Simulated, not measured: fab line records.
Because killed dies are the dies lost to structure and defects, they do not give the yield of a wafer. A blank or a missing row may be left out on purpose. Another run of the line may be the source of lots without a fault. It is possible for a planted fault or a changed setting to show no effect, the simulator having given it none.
Chamber matching | flow gf180mcu | GF_V2_CMP_04 on cmp-01 has 4 sister chambers
The step polishes SiO2. 4 wafers are shown with their chamber, then 8 later ones without.

== WAFERS PAIRED WITH THEIR CHAMBERS ==
wafer  | chamber | motor-current-A (A)
L813.5 | 3       | 10.9
L817.3 | 1       | 11.6
L817.5 | 0       | 11.3
L821.1 | 2       | 11.9

== WAFERS WITH NO CHAMBER GIVEN ==
wafer  | motor-current-A (A)
L821.3 | 12.0
L821.6 | 10.5
L822.1 | 11.6
L822.2 | 10.9
L822.4 | 12.5
L824.1 | 11.4
L824.3 | 11.0
L824.6 | 11.8

== THE CHAMBER EACH PASSED THROUGH ==
wafer  | from the rows above               | in truth
L821.3 | can't be placed: 2 or 1           | 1
L821.6 | can't be placed: 3 or 0           | 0
L822.1 | can't be placed: 1 or 0 or 2      | 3
L822.2 | can't be placed: 3 or 0           | 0
L822.4 | can't be placed: 2 or 1           | 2
L824.1 | can't be placed: 0 or 1 or 2 or 3 | 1
L824.3 | can't be placed: 3 or 0 or 1      | 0
L824.6 | can't be placed: 2 or 1 or 0      | 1
0 of 8 placed correctly. From these rows, 8 cannot be placed; in 7 the true chamber is one of the candidates. Wrongly placed: 0.
How it was worked out, from the rows above alone: a wafer's distance from a chamber is the root of the sum, over the readings, of the square of ((its reading less the chamber's mean) divided by the reading's scatter). The wafer belongs to the nearest chamber; if the next one is less than 2 further off, it can't be placed. A chamber's mean is the mean of its shown wafers. The scatter: with one shown wafer a chamber, the root of the mean of the squares of how far each hidden wafer lies from its nearest shown one.
